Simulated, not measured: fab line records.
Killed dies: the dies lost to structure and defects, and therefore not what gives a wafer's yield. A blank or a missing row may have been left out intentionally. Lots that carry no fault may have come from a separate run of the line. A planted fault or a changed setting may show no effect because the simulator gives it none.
What tool caused it? | flow sky130 | at 1 step of a route of 708, 7 lots with 21 wafers sampled

## WHAT THE GAUGES READ, wafer by wafer
SKY_VIA1_THK_MEAS_23: measures by xrf.
lot  | measured     | on           | VIA1_W_THK (nm)
L937 | day 33 17:28 | filmMetro-01 | 271 269 268
L940 | day 35 00:35 | filmMetro-01 | 272 280 268
L946 | day 36 20:04 | filmMetro-02 | 279 278 280
L952 | day 40 03:38 | filmMetro-02 | 277 279 278
L954 | day 40 12:26 | filmMetro-03 | 273 268 271
L957 | day 41 04:07 | filmMetro-01 | 271 279 272
L958 | day 41 18:57 | filmMetro-03 | 271 276 268

## WHAT TOOL EACH LOT RAN ON (gives the tool, then ch and the chambers of the sampled wafers, and finally the start)
There is no process step in the record ahead of these readings.

## THE ANSWER, worked out from the rows above alone
Rule: the lots themselves supply what counts as usual. The widest of any qualifying gaps counts: lots, ordered by their means at a reading, are off when they make up no more than a third of the lots, leave a main group of 4 or more, and stand apart from it by 3 or more times the standard deviation of that group's means. The tables above print the reading to a certain number of digits; a main group whose means all agree to those digits is not used. Also off: a lot with no number at a reading for which 4 or more lots have one. All remaining lots with rows at the step are treated as sound.
No lot is off at any reading shown: from this, nothing can be told.

## WHAT WAS PUT IN BY THE SIMULATOR
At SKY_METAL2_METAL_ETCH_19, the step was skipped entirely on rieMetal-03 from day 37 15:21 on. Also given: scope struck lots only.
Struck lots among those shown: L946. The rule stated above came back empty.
